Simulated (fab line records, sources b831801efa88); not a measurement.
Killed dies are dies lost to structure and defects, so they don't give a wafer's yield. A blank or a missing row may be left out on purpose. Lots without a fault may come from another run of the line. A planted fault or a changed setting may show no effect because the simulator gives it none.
fab line records | flow sky130
record lots=10 wafers=30 last_day=50
route steps=708 shown VIA3@593 CAP2M@603 PAD_OPEN@708
lots that met no fault: from a run of the same line without faults
start_h: hours from the record's first day to the start of the lot's first wafer shown | wait_h: hours since the lot's step before | " the same as in the row above | L1.1+2: a row that stands for several wafers | - no value, or no start given | * or withheld: withheld | < > ~ a bound
route shown NAME@n: a module of which the file shows steps, and the number in the route of the first | usual: mean/standard deviation of fault-free wafers | same: alike in all rows | chamber/n: place in a boat | sites: the reading at each site | _std_site: their standard deviation | _edge_site: outer sites' mean less inner sites' | radius_mm: how far each site lies from the wafer's centre | mask NAME#n: copy n | behind: the tool/chamber that last shaped the wafer | hold: why the lot was held/for how many hours/how that ended | device: the transistor (n, p or np) that didn't switch | end of line: the same wafers' tests at the end of the route | a step without rows: its recipe alone | killed: dies lost to structure and defects at the first sort, not the wafer's yield | map: a wafer's dies, x killed, . not, _ none there
set.NAME: the setting as run; set.NAME@STEP: as run at that earlier step | model.NAME: the simulator's own value behind a step, which no gauge read
steps of the route over a sample of lots; a table a step, a row a wafer
services: from which hour (start_h, from the record's first day; less than 0 if before it) a tool's chamber was out of use, for how many hours, and why
## steps
# step SKY_VIA3_SPUTTER_20
# recipe material=TiN target_thk_nm=20 chamber_pressure_pa=5 power_w=4000 time_s=80
# usual throttle_valve_pct=30.2/1.1
# columns lot.wafer tool chamber start_h wait_h throttle_valve_pct
L748.4 pvd_sputter-01 - 952.79 0.0 31.6
L748.5 " - " " 29.3
L748.6 " - " " 30.2
L749.1 pvd_sputter-04 - 954.26 0.0 28.6
L749.2 " - " " 30.1
L749.4 " - " " 31.3
L753.1 pvd_sputter-01 - 986.73 0.0 29.2
L753.2 " - " " 31.2
L753.3 " - " " 30.8
L754.1 pvd_sputter-02 - 993.69 0.0 29.1
L754.2 " - " " 28.4
L754.4 " - " " 32.0
L755.1 pvd_sputter-01 - 1003.86 0.0 30.7
L755.2 " - " " 30.6
L755.6 " - " " 29.3
L756.2 pvd_sputter-04 - 1007.29 0.0 31.2
L756.5 " - " " 31.7
L756.6 " - " " 28.7
L757.1 pvd_sputter-01 - 1022.61 0.0 31.3
L757.2 " - " " 30.4
L757.4 " - " " 30.7
L761.1 pvd_sputter-02 - 1037.49 0.0 32.2
L761.2 " - " " 28.4
L761.4 " - " " 29.1
L759.1 pvd_sputter-02 - 1044.28 0.0 30.6
L759.3 " - " " 28.6
L759.6 " - " " 30.8
L768.2 pvd_sputter-02 - 1088.60 0.0 30.8
L768.4 " - " " 31.9
L768.5 " - " " 29.5
# step SKY_CAP2M_CVD_00
# recipe material=SiO2 target_thk_nm=15.5 temp_c=400 time_s=withheld rf_w=450
# usual heater_power_w=692/99 susceptor_temp_C=400.03/0.21
# columns lot.wafer tool chamber start_h wait_h heater_power_w susceptor_temp_C
L748.4 pecvd-04 0 953.58 0.0 624 400.06
L748.5 " 1 " " 773 399.89
L748.6 " 2 " " 720 400.36
L749.1 pecvd-03 0 955.08 0.0 595 400.20
L749.2 " 1 " " 598 400.00
L749.4 " 2 " " 764 400.03
L753.1 pecvd-01 2 989.50 0.0 926 400.13
L753.2 " 1 " " 537 400.20
L753.3 " 0 " " 673 399.76
L754.1 pecvd-01 2 994.66 0.0 891 399.79
L754.2 " 1 " " 592 400.27
L754.4 " 1 " " 576 400.21
L755.1 pecvd-04 0 1004.68 0.0 609 399.96
L755.2 " 2 " " 729 400.06
L755.6 " 2 " " 709 400.07
L756.2 pecvd-03 0 1008.11 0.0 632 399.77
L756.5 " 2 " " 645 399.98
L756.6 " 0 " " 619 399.96
L757.1 pecvd-01 1 1023.44 0.0 659 400.04
L757.2 " 2 " " 784 400.06
L757.4 " 2 " " 782 400.22
L761.1 pecvd-03 1 1038.31 0.0 611 400.05
L761.2 " 2 " " 648 400.05
L761.4 " 2 " " 662 400.21
L759.1 pecvd-01 0 1045.33 0.0 648 399.69
L759.3 " 2 " " 906 400.19
L759.6 " 2 " " 910 400.16
L768.2 pecvd-03 0 1089.41 0.0 654 400.30
L768.4 " 2 " " 760 399.64
L768.5 " 1 " " 585 399.82
# step SKY_CAP2M_SPUTTER_02
# recipe material=TiN target_thk_nm=200 temp_c=300 power_w=6500 time_s=166.7 chamber_pressure_pa=0.4
# usual susceptor_temp_C=299.99/0.17 throttle_valve_pct=30.4/0.77
# columns lot.wafer tool chamber start_h wait_h susceptor_temp_C throttle_valve_pct
L748.4 pvd_sputter-01 - 953.71 0.1 300.13 31.7
L748.5 " - " " 299.95 29.2
L748.6 " - " " 300.40 30.6
L749.1 pvd_sputter-01 - 955.16 0.1 300.11 30.4
L749.2 " - " " 299.93 29.4
L749.4 " - " " 300.02 29.7
L753.1 pvd_sputter-03 - 989.58 0.1 300.04 30.3
L753.2 " - " " 299.95 30.4
L753.3 " - " " 299.90 30.5
L754.1 pvd_sputter-03 - 994.74 0.1 299.57 30.5
L754.2 " - " " 299.56 30.7
L754.4 " - " " 299.67 30.5
L755.1 pvd_sputter-03 - 1004.76 0.1 299.84 30.7
L755.2 " - " " 299.92 30.3
L755.6 " - " " 299.89 30.1
L756.2 pvd_sputter-01 - 1008.19 0.0 299.95 29.6
L756.5 " - " " 300.15 29.1
L756.6 " - " " 299.84 31.4
L757.1 pvd_sputter-01 - 1023.52 0.1 300.03 30.2
L757.2 " - " " 300.01 31.7
L757.4 " - " " 300.04 29.3
L761.1 pvd_sputter-01 - 1038.39 0.1 300.01 30.4
L761.2 " - " " 299.98 31.3
L761.4 " - " " 300.12 30.4
L759.1 pvd_sputter-01 - 1045.41 0.1 300.13 30.4
L759.3 " - " " 300.05 31.4
L759.6 " - " " 300.03 30.7
L768.2 pvd_sputter-03 - 1089.50 0.0 300.00 30.8
L768.4 " - " " 300.22 30.8
L768.5 " - " " 300.22 30.2
# step SKY_CAP2M_RS_MEAS_03
# recipe thk_meas_gauge=four-point-probe reads=TiN_of_CAP2M_SPUTTER_02
# usual CAP2M_TIN_RS=6.89/0.099
# columns lot.wafer tool chamber start_h wait_h CAP2M_TIN_RS[ohm/sq]
L748.4 film_metro-01 - 953.82 0.1 6.89
L748.5 " - " " 6.75
L748.6 " - " " 6.90
L749.1 film_metro-04 - 955.27 0.1 6.94
L749.2 " - " " 6.84
L749.4 " - " " 6.83
L753.1 film_metro-01 - 989.69 0.1 6.88
L753.2 " - " " 6.81
L753.3 " - " " 6.80
L754.1 film_metro-03 - 994.88 0.1 6.84
L754.2 " - " " 6.82
L754.4 " - " " 6.82
L755.1 film_metro-04 - 1004.87 0.1 6.93
L755.2 " - " " 7.03
L755.6 " - " " 6.98
L756.2 film_metro-04 - 1008.32 0.1 6.78
L756.5 " - " " 6.80
L756.6 " - " " 6.86
L757.1 film_metro-04 - 1023.63 0.1 7.10
L757.2 " - " " 6.87
L757.4 " - " " 6.88
L761.1 film_metro-01 - 1038.50 0.1 6.99
L761.2 " - " " 6.23
L761.4 " - " " 7.01
L759.1 film_metro-03 - 1045.52 0.1 6.99
L759.3 " - " " 6.21
L759.6 " - " " 7.01
L768.2 film_metro-01 - 1089.62 0.1 6.87
L768.4 " - " " 6.90
L768.5 " - " " 6.92
# step SKY_CAP2M_THK_MEAS_04
# recipe thk_meas_gauge=xrf reads=TiN_of_CAP2M_SPUTTER_02
# usual CAP2M_TIN_THK=197/3
# columns lot.wafer tool chamber start_h wait_h CAP2M_TIN_THK[nm]
L748.4 film_metro-01 - 953.91 0.1 195
L748.5 " - " " 199
L748.6 " - " " 195
L749.1 film_metro-04 - 955.39 0.1 197
L749.2 " - " " 201
L749.4 " - " " 201
L753.1 film_metro-01 - 989.81 0.1 196
L753.2 " - " " 198
L753.3 " - " " 198
L754.1 film_metro-03 - 995.00 0.1 198
L754.2 " - " " 199
L754.4 " - " " 199
L755.1 film_metro-04 - 1004.99 0.1 198
L755.2 " - " " 196
L755.6 " - " " 198
L756.2 film_metro-04 - 1008.43 0.1 201
L756.5 " - " " 201
L756.6 " - " " 200
L757.1 film_metro-04 - 1023.75 0.1 193
L757.2 " - " " 198
L757.4 " - " " 199
L761.1 film_metro-01 - 1038.62 0.1 194
L761.2 " - " " 215
L761.4 " - " " 192
L759.1 film_metro-03 - 1045.64 0.1 194
L759.3 " - " " 219
L759.6 " - " " 193
L768.2 film_metro-01 - 1089.73 0.1 195
L768.4 " - " " 194
L768.5 " - " " 195
# step SKY_CAP2M_OVL_MEAS_12
# usual CAP2M_OVL=0.2/1.4
# columns lot.wafer tool chamber start_h wait_h CAP2M_OVL[nm]
L748.4 overlay-01 - 976.36 0.1 -1.1
L748.5 " - " " -0.7
L748.6 " - " " 1.2
L749.1 overlay-01 - 978.94 0.1 1.5
L749.2 " - " " 1.9
L749.4 " - " " -0.9
L753.1 overlay-02 - 1012.49 0.1 0.3
L753.2 " - " " -2.1
L753.3 " - " " -0.3
L754.1 overlay-01 - 1018.04 0.1 0.6
L754.2 " - " " -0.9
L754.4 " - " " 1.1
L755.1 overlay-01 - 1027.76 0.1 0.9
L755.2 " - " " -0.3
L755.6 " - " " 1.5
L756.2 overlay-01 - 1030.17 0.1 -1.0
L756.5 " - " " -1.2
L756.6 " - " " -1.6
L757.1 overlay-02 - 1045.14 0.1 -1.4
L757.2 " - " " -2.0
L757.4 " - " " -1.2
L761.1 overlay-02 - 1060.69 0.1 0.8
L761.2 " - " " 0.5
L761.4 " - " " 0.8
L759.1 overlay-02 - 1067.74 0.1 -1.5
L759.3 " - " " -0.6
L759.6 " - " " -2.5
L768.2 overlay-01 - 1109.69 0.1 -1.0
L768.4 " - " " -1.6
L768.5 " - " " -2.1
# step SKY_CAP2M_METAL_ETCH_13
# recipe target_depth_nm=220 stop_on=SiO2 chemistry=Cl2/BCl3 target=TiN pressure_mtorr=10 icp_w=900 bias_w=48.5 Cl2_flow_sccm=60 bcl3_flow_sccm=30 time_s=62.9
# usual chamber_pressure_mTorr=10.000/0.0097 drypump_motor_current_A=5.7/0.48 oes_product_au=0.943/0.0092 throttle_valve_pct=21.900/0.01
# columns lot.wafer tool chamber start_h wait_h chamber_pressure_mTorr drypump_motor_current_A oes_product_au rf_hours_counter_h throttle_valve_pct
L748.4 rie_metal-01 1 976.40 0.0 9.999 5.4 0.943 - 21.895
L748.5 " 1 " " 9.996 5.4 0.952 - 21.887
L748.6 " 0 " " 10.001 6.0 0.944 - 21.902
L749.1 rie_metal-01 1 978.98 0.0 10.006 5.4 0.938 8 21.911
L749.2 " 0 " " 9.984 6.0 0.950 1 21.881
L749.4 " 1 " " 9.983 5.4 0.945 - 21.910
L753.1 rie_metal-03 1 1012.53 0.0 9.977 5.7 0.953 12 21.909
L753.2 " 0 " " 10.003 6.4 0.947 12 21.906
L753.3 " 1 " " 9.991 5.7 0.960 - 21.906
L754.1 rie_metal-03 1 1018.08 0.0 9.995 5.7 0.947 12 21.888
L754.2 " 0 " " 10.010 6.5 0.952 13 21.896
L754.4 " 0 " " 10.010 6.4 0.950 - 21.896
L755.1 rie_metal-03 1 1027.80 0.0 10.006 5.7 0.942 13 21.911
L755.2 " 0 " " 9.998 6.5 0.928 13 21.901
L755.6 " 0 " " 10.000 6.4 0.939 - 21.883
L756.2 rie_metal-01 1 1030.22 0.0 9.982 5.4 0.949 - 21.911
L756.5 " 1 " " 9.999 5.4 0.949 - 21.900
L756.6 " 1 " " 10.005 5.3 0.950 - 21.901
L757.1 rie_metal-01 1 1045.18 0.0 10.008 5.4 0.927 13 21.918
L757.2 " 0 " " 9.998 6.0 0.943 4 21.897
L757.4 " 0 " " 10.009 6.0 0.946 - 21.898
L761.1 rie_metal-02 1 1060.72 0.0 10.017 5.3 0.929 11 21.898
L761.2 " 0 " " 9.998 5.1 1.001 15 21.878
L761.4 " 1 " " 10.009 5.3 0.927 - 21.912
L759.1 rie_metal-03 1 1067.78 0.0 9.986 5.7 0.946 16 21.915
L759.3 " 1 " " 10.021 5.8 1.006 - 21.868
L759.6 " 1 " " 10.010 5.8 0.942 - 21.917
L768.2 rie_metal-02 1 1109.72 0.0 10.015 5.3 0.950 15 21.904
L768.4 " 0 " " 10.007 5.2 0.942 - 21.896
L768.5 " 1 " " 9.988 5.2 0.941 - 21.908
# step SKY_PAD_OPEN_PROBE_99
# usual defect_limited_yield=82.8/1.8 killed_at_M0_to_M3=42/5.8 killed_at_M4_up=3.0/2 killed_at_contacts=24/5.5 killed_at_front_end=15/3.9 killed_at_other=0.3/0.54 killed_dies=85/8.8 killed_open=47/6.8 killed_short=38/5.9 sort_bin_3_pad_short=0.9/0.41 sort_bin_5_function=10.1/1.4 sort_bin_6_memory=6.2/1.2 sort_n_pass=407/8.8 sort_yield_pct=82.8/1.8
# same gross_dies=492 killed_at_back_side=0 sort_bin_4_leakage[%]=0 sort_bin_8_speed[%]=0
# columns lot.wafer tool chamber start_h wait_h defect_limited_yield[%] killed_at_M0_to_M3 killed_at_M4_up killed_at_contacts killed_at_front_end killed_at_other killed_dies killed_open killed_short sort_bin_3_pad_short[%] sort_bin_5_function[%] sort_bin_6_memory[%] sort_n_pass sort_yield_pct[%]
L753.1 prober-02 - 1125.42 0.1 80.9 44 7 28 14 1 94 57 36 1.2 12.0 5.9 398 80.9
L753.2 prober-02 - 1125.47 0.1 84.8 40 0 14 20 1 75 43 32 1.0 8.7 5.5 417 84.8
L753.3 prober-02 - 1125.52 0.2 80.7 44 1 34 15 1 95 53 41 0.2 11.0 8.1 397 80.7
L754.2 prober-01 - 1130.07 0.1 82.9 49 3 19 13 0 84 48 36 1.0 9.1 6.9 408 82.9
L754.4 prober-01 - 1130.17 0.2 82.1 50 0 25 13 0 88 47 41 1.0 10.0 6.9 404 82.1
L768.2 prober-02 - 1204.70 0.1 81.5 41 2 29 18 1 91 54 37 0.8 10.2 7.5 401 81.5
L768.4 prober-02 - 1204.80 0.2 83.7 44 0 21 15 0 80 42 38 1.4 9.1 5.7 412 83.7
L768.5 prober-02 - 1204.85 0.2 81.1 45 4 29 14 1 93 59 34 1.0 11.2 6.7 399 81.1
# killed by level:class
L753.1 LI_CONTACT:geometric_particle:open=14 VIA1:geometric_particle:open=10 CONTACT:geometric_particle:open=7 VIA2:geometric_particle:open=7 METAL2:geometric_particle:short=5 VIA2:geometric_particle:short=5 VIA3:geometric_particle:open=5 METAL4:geometric_particle:short=4
L753.2 VIA3:geometric_particle:open=9 VIA1:geometric_particle:open=7 FIELD_ISO:geometric_particle:short=6 POLY_GATE:geometric_particle:open=5 VIA3:geometric_particle:short=5 FIELD_ISO:geometric_particle:open=4 LI_CONTACT:geometric_particle:open=4 CONTACT:geometric_particle:open=4
L753.3 LI_CONTACT:geometric_particle:open=12 VIA1:geometric_particle:open=11 CONTACT:geometric_particle:open=10 VIA2:geometric_particle:open=7 VIA1:geometric_particle:short=6 METAL1:geometric_particle:short=5 LI_CONTACT:geometric_particle:short=5 CONTACT:geometric_particle:short=4
L754.2 VIA1:geometric_particle:open=12 METAL2:geometric_particle:short=8 VIA2:geometric_particle:open=7 VIA3:geometric_particle:open=7 LI_CONTACT:geometric_particle:short=5 CONTACT:geometric_particle:open=5 LI_CONTACT:geometric_particle:open=5 POLY_GATE:geometric_particle:open=4
L754.4 VIA2:geometric_particle:open=9 CONTACT:geometric_particle:open=8 VIA1:geometric_particle:open=8 LI_CONTACT:geometric_particle:open=7 VIA1:geometric_particle:short=7 METAL1:geometric_particle:short=6 METAL2:geometric_particle:short=6 FIELD_ISO:geometric_particle:open=4
L768.2 VIA3:geometric_particle:open=12 LI_CONTACT:geometric_particle:open=10 VIA1:geometric_particle:open=8 CONTACT:geometric_particle:open=8 FIELD_ISO:geometric_particle:short=5 FIELD_ISO:geometric_particle:open=5 VIA3:geometric_particle:short=5 POLY_GATE:geometric_particle:short=4
L768.4 VIA1:geometric_particle:open=10 METAL2:geometric_particle:short=9 METAL1:geometric_particle:short=8 CONTACT:geometric_particle:open=7 POLY_GATE:geometric_particle:open=6 LI_CONTACT:geometric_particle:open=6 CONTACT:geometric_particle:short=5 VIA1:geometric_particle:short=4
L768.5 CONTACT:geometric_particle:open=14 VIA2:geometric_particle:open=10 VIA1:geometric_particle:open=9 LI_CONTACT:geometric_particle:open=6 POLY_GATE:geometric_particle:open=5 METAL1:geometric_particle:short=5 METAL2:geometric_particle:short=5 CONTACT:geometric_particle:short=5
## services
# columns tool chamber start_h hours kind
pecvd-04 2 935.97 14.0 repair
rie_metal-01 0 936.92 - clean
rie_metal-01 0 936.92 18.3 scheduled_down
rie_metal-01 0 936.92 18.3 vent_cycle
pecvd-03 - 941.35 2.8 pm
pvd_sputter-01 3 944.23 - consumable_replace:kit
pvd_sputter-01 3 944.23 18.0 scheduled_down
pvd_sputter-01 3 944.23 18.0 vent_cycle
rie_metal-01 - 981.74 4.0 pm
pecvd-03 - 982.46 0.6 repair
pvd_sputter-03 - 995.29 4.5 repair
pecvd-04 0 997.94 5.9 repair
rie_metal-01 0 1012.35 20.0 repair
pecvd-04 1 1017.39 4.5 repair
pvd_sputter-03 - 1034.45 5.0 repair
pecvd-03 - 1048.65 0.7 repair
pecvd-04 - 1060.65 2.9 repair
pecvd-01 1 1072.78 3.1 repair
rie_metal-03 - 1085.98 0.7 repair
pvd_sputter-01 2 1088.72 - consumable_replace:kit
pvd_sputter-01 2 1088.72 18.0 scheduled_down
pvd_sputter-01 2 1088.72 18.0 vent_cycle
pecvd-04 2 1096.69 10.0 repair
rie_metal-03 1 1103.46 8.5 repair
## key
first_sign step=SKY_CAP2M_RS_MEAS_03 reading=CAP2M_TIN_RS direction=down sigmas=6.8 usual=6.89 struck=6.22
effect step=SKY_CAP2M_THK_MEAS_04 reading=CAP2M_TIN_THK direction=up sigmas=6.7 usual=197 struck=217
effect step=SKY_CAP2M_METAL_ETCH_13 reading=oes_product_au direction=up sigmas=6.6 usual=0.943 struck=1.004
met_at SKY_CAP2M_SPUTTER_02
struck_lots L759,L761
struck_wafers L759.3,L761.2
not_acting_at SKY_VIA3_SPUTTER_20,SKY_CAP2M_CVD_00,SKY_CAP2M_OVL_MEAS_12
onset_between 1023.52 1038.39
fault kind=process_parameter_drift tool=pvd_sputter-01 chamber=- onset_h=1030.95 steps=SKY_CAP2M_SPUTTER_02 channel=target_thk_nm offset=18.906 shape=step end_h=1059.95 acts_in=these_recipes_only stated=200 scope=struck_wafers_only
